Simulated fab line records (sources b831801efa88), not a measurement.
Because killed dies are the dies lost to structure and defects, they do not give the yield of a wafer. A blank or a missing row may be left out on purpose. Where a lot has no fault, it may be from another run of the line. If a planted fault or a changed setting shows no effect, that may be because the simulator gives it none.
What tool caused it? || flow gf180mcu || Sampling: 12 lots, 36 wafers, 5 of 602 route steps

WHAT EACH GAUGE READ, for each wafer
GF_DUAL_GATE_OVL_MEAS_11.
{"lot": "L647", "measured": "day 9 15:03", "on": "overlay-01", "DUAL_GATE_OVL (nm)": "2.1 -0.8 1.8"}
{"lot": "L648", "measured": "day 9 16:57", "on": "overlay-01", "DUAL_GATE_OVL (nm)": "-0.9 -0.7 0.3"}
{"lot": "L650", "measured": "day 10 06:31", "on": "overlay-02", "DUAL_GATE_OVL (nm)": "-0.4 1.2 -0.6"}
{"lot": "L652", "measured": "day 10 23:19", "on": "overlay-01", "DUAL_GATE_OVL (nm)": "0.3 0.0 -0.4"}
{"lot": "L653", "measured": "day 11 07:13", "on": "overlay-02", "DUAL_GATE_OVL (nm)": "1.2 2.3 2.0"}
{"lot": "L654", "measured": "day 11 14:25", "on": "overlay-02", "DUAL_GATE_OVL (nm)": "0.5 2.1 1.1"}
{"lot": "L655", "measured": "day 11 21:58", "on": "overlay-02", "DUAL_GATE_OVL (nm)": "1.0 -2.0 -1.5"}
{"lot": "L658", "measured": "day 12 19:26", "on": "overlay-01", "DUAL_GATE_OVL (nm)": "0.4 1.7 0.1"}
{"lot": "L662", "measured": "day 13 22:39", "on": "overlay-01", "DUAL_GATE_OVL (nm)": "0.2 -0.6 -1.7"}
{"lot": "L664", "measured": "day 14 09:42", "on": "overlay-02", "DUAL_GATE_OVL (nm)": "-1.6 -2.3 -1.2"}
{"lot": "L665", "measured": "day 14 14:04", "on": "overlay-02", "DUAL_GATE_OVL (nm)": "1.1 2.2 0.0"}
{"lot": "L666", "measured": "day 15 02:10", "on": "overlay-01", "DUAL_GATE_OVL (nm)": "-0.3 1.6 0.4"}

GF_HV_LDD_TW_MEAS_38.
{"lot": "L647", "measured": "day 13 02:50", "on": "film-metro-04", "HV_LDD_3_TW": "1453 1449 1455"}
{"lot": "L648", "measured": "day 13 03:02", "on": "film-metro-04", "HV_LDD_3_TW": "1449 1446 1446"}
{"lot": "L650", "measured": "day 13 19:46", "on": "film-metro-01", "HV_LDD_3_TW": "1432 1428 1431"}
{"lot": "L652", "measured": "day 14 14:13", "on": "film-metro-02", "HV_LDD_3_TW": "1424 1424 1420"}
{"lot": "L653", "measured": "day 14 23:32", "on": "film-metro-01", "HV_LDD_3_TW": "1370 1367 1372"}
{"lot": "L654", "measured": "day 15 04:26", "on": "film-metro-01", "HV_LDD_3_TW": "1421 1426 1417"}
{"lot": "L655", "measured": "day 15 14:40", "on": "film-metro-01", "HV_LDD_3_TW": "1370 1371 1366"}
{"lot": "L658", "measured": "day 16 13:39", "on": "film-metro-04", "HV_LDD_3_TW": "1448 1444 1448"}
{"lot": "L662", "measured": "day 18 00:34", "on": "film-metro-01", "HV_LDD_3_TW": "1415 1410 1408"}
{"lot": "L664", "measured": "day 18 11:49", "on": "film-metro-04", "HV_LDD_3_TW": "1449 1457 1452"}
{"lot": "L665", "measured": "day 18 16:56", "on": "film-metro-02", "HV_LDD_3_TW": "1418 1424 1420"}
{"lot": "L666", "measured": "day 19 04:41", "on": "film-metro-02", "HV_LDD_3_TW": "1425 1416 1413"}

GF_HV_LDD_RS_MEAS_53: measures by four-point-probe.
{"lot": "L647", "measured": "day 13 23:25", "on": "film-metro-02", "HV_LDD_RS (ohm/sq)": "417.6 416.9 417.2"}
{"lot": "L648", "measured": "day 14 00:09", "on": "film-metro-01", "HV_LDD_RS (ohm/sq)": "418.5 416.6 418.2"}
{"lot": "L650", "measured": "day 14 16:36", "on": "film-metro-04", "HV_LDD_RS (ohm/sq)": "417.0 417.8 417.5"}
{"lot": "L652", "measured": "day 15 11:59", "on": "film-metro-04", "HV_LDD_RS (ohm/sq)": "415.9 417.1 418.5"}
{"lot": "L653", "measured": "day 15 21:40", "on": "film-metro-01", "HV_LDD_RS (ohm/sq)": "425.2 424.7 424.7"}
{"lot": "L654", "measured": "day 16 02:09", "on": "film-metro-04", "HV_LDD_RS (ohm/sq)": "415.6 416.3 415.5"}
{"lot": "L655", "measured": "day 16 12:50", "on": "film-metro-04", "HV_LDD_RS (ohm/sq)": "426.8 425.1 425.9"}
{"lot": "L658", "measured": "day 17 12:47", "on": "film-metro-04", "HV_LDD_RS (ohm/sq)": "417.2 416.3 417.8"}
{"lot": "L662", "measured": "day 19 00:14", "on": "film-metro-02", "HV_LDD_RS (ohm/sq)": "417.9 418.3 417.5"}
{"lot": "L664", "measured": "day 19 11:54", "on": "film-metro-02", "HV_LDD_RS (ohm/sq)": "419.8 420.7 419.8"}
{"lot": "L665", "measured": "day 19 18:33", "on": "film-metro-04", "HV_LDD_RS (ohm/sq)": "416.4 417.2 418.3"}
{"lot": "L666", "measured": "day 20 05:19", "on": "film-metro-01", "HV_LDD_RS (ohm/sq)": "418.4 418.2 418.9"}

GF_V1_THK_MEAS_03.
{"lot": "L647", "measured": "day 18 22:40", "on": "film-metro-01", "V1_CVD_02_THK (nm)": "855 847 863"}
{"lot": "L648", "measured": "day 18 23:37", "on": "film-metro-03", "V1_CVD_02_THK (nm)": "829 857 876"}
{"lot": "L650", "measured": "day 19 21:36", "on": "film-metro-03", "V1_CVD_02_THK (nm)": "837 853 851"}
{"lot": "L652", "measured": "day 20 16:43", "on": "film-metro-02", "V1_CVD_02_THK (nm)": "844 874 872"}
{"lot": "L653", "measured": "day 21 03:38", "on": "film-metro-01", "V1_CVD_02_THK (nm)": "821 859 841"}
{"lot": "L654", "measured": "day 21 07:28", "on": "film-metro-02", "V1_CVD_02_THK (nm)": "836 835 858"}
{"lot": "L655", "measured": "day 21 19:19", "on": "film-metro-01", "V1_CVD_02_THK (nm)": "860 866 868"}
{"lot": "L658", "measured": "day 22 22:14", "on": "film-metro-01", "V1_CVD_02_THK (nm)": "839 856 861"}
{"lot": "L662", "measured": "day 24 06:13", "on": "film-metro-01", "V1_CVD_02_THK (nm)": "866 862 868"}
{"lot": "L664", "measured": "day 24 16:24", "on": "film-metro-03", "V1_CVD_02_THK (nm)": "849 843 867"}
{"lot": "L665", "measured": "day 24 22:37", "on": "film-metro-01", "V1_CVD_02_THK (nm)": "830 864 849"}
{"lot": "L666", "measured": "day 25 08:16", "on": "film-metro-02", "V1_CVD_02_THK (nm)": "857 870 848"}

WHAT TOOL EACH LOT RAN ON (gives the tool, then ch and the chambers of the sampled wafers, and finally the start)
{"lot": "L647", "GF_HV_LDD_IMPLANT_34": "implanter-01 ch 0, day 13 02:17"}
{"lot": "L648", "GF_HV_LDD_IMPLANT_34": "implanter-02 ch 0, day 13 02:29"}
{"lot": "L650", "GF_HV_LDD_IMPLANT_34": "implanter-03 ch 0, day 13 19:13"}
{"lot": "L652", "GF_HV_LDD_IMPLANT_34": "implanter-03 ch 0, day 14 13:40"}
{"lot": "L653", "GF_HV_LDD_IMPLANT_34": "implanter-03 ch 0, day 14 22:59"}
{"lot": "L654", "GF_HV_LDD_IMPLANT_34": "implanter-02 ch 0, day 15 03:54"}
{"lot": "L655", "GF_HV_LDD_IMPLANT_34": "implanter-03 ch 0, day 15 14:10"}
{"lot": "L658", "GF_HV_LDD_IMPLANT_34": "implanter-02 ch 0, day 16 13:08"}
{"lot": "L662", "GF_HV_LDD_IMPLANT_34": "implanter-02 ch 0, day 18 00:01"}
{"lot": "L664", "GF_HV_LDD_IMPLANT_34": "implanter-02 ch 0, day 18 11:16"}
{"lot": "L665", "GF_HV_LDD_IMPLANT_34": "implanter-02 ch 0, day 18 16:23"}
{"lot": "L666", "GF_HV_LDD_IMPLANT_34": "implanter-03 ch 0, day 19 04:09"}
- GF_HV_LDD_IMPLANT_34

AS READ BY THE TOOLS THEMSELVES (means over the sampled wafers that have a number; for cases with no such wafer, the mark the record gives instead)
GF_HV_LDD_IMPLANT_34.
{"lot": "L647", "tool": "implanter-01", "dose-ions-cm2": 7.494e+12, "end-station-pressure-torr (Torr)": 5.18e-06, "faraday-current-uA": 42.7}
{"lot": "L648", "tool": "implanter-02", "dose-ions-cm2": 7.503e+12, "end-station-pressure-torr (Torr)": 4.84e-06, "faraday-current-uA": 41.9}
{"lot": "L650", "tool": "implanter-03", "dose-ions-cm2": 7.508e+12, "end-station-pressure-torr (Torr)": 4.99e-06, "faraday-current-uA": 41.8}
{"lot": "L652", "tool": "implanter-03", "dose-ions-cm2": 7.487e+12, "end-station-pressure-torr (Torr)": 5.21e-06, "faraday-current-uA": 42.0}
{"lot": "L653", "tool": "implanter-03", "dose-ions-cm2": 4.557e+12, "end-station-pressure-torr (Torr)": 5.12e-06, "faraday-current-uA": 26.0}
{"lot": "L654", "tool": "implanter-02", "dose-ions-cm2": 7.488e+12, "end-station-pressure-torr (Torr)": 4.99e-06, "faraday-current-uA": 42.2}
{"lot": "L655", "tool": "implanter-03", "dose-ions-cm2": 4.548e+12, "end-station-pressure-torr (Torr)": 5.07e-06, "faraday-current-uA": 25.8}
{"lot": "L658", "tool": "implanter-02", "dose-ions-cm2": 7.505e+12, "end-station-pressure-torr (Torr)": 5.56e-06, "faraday-current-uA": 42.2}
{"lot": "L662", "tool": "implanter-02", "dose-ions-cm2": 7.507e+12, "end-station-pressure-torr (Torr)": 4.84e-06, "faraday-current-uA": 42.6}
{"lot": "L664", "tool": "implanter-02", "dose-ions-cm2": 7.497e+12, "end-station-pressure-torr (Torr)": 5.02e-06, "faraday-current-uA": 42.4}
{"lot": "L665", "tool": "implanter-02", "dose-ions-cm2": 7.498e+12, "end-station-pressure-torr (Torr)": 5.28e-06, "faraday-current-uA": 42.6}
{"lot": "L666", "tool": "implanter-03", "dose-ions-cm2": 7.500e+12, "end-station-pressure-torr (Torr)": 5.09e-06, "faraday-current-uA": 41.7}

THE ANSWER, worked out from the rows above alone
Rule: usual is defined by the lots themselves. The widest of any qualifying gaps counts: lots, ordered by their means at a reading, are off when they make up no more than a third of the lots, leave a main group of 4 or more, and stand apart from it by 3 or more times the standard deviation of that group's means. Not used: any main group whose means are identical at the precision the tables above print for the reading. Also off: a lot with no number at a reading for which 4 or more lots have one. Where the step has rows for the other lots, those lots are counted as sound. Order of review: gauges by route order, followed by the tools' own readings, for which a lot's mean as printed above is used. At the first step where some lot is off, the reading lying furthest off is the one used; lots without a number count as furthest.
Off: at GF_HV_LDD_RS_MEAS_53 (HV_LDD_RS), L653, L655. For the main group the mean is 417.6 ohm/sq and the standard deviation 1.1.
A tool fits if, at a process step before that reading, it ran every lot that is off, and no sound lot after the first of them. The gauges at GF_HV_LDD_RS_MEAS_53 aren't tried: what is off there is off at GF_HV_LDD_IMPLANT_34 too, on other tools, and a gauge's error can't cause that. No candidate that was tried fits.

WHAT THE SIMULATOR PUT IN
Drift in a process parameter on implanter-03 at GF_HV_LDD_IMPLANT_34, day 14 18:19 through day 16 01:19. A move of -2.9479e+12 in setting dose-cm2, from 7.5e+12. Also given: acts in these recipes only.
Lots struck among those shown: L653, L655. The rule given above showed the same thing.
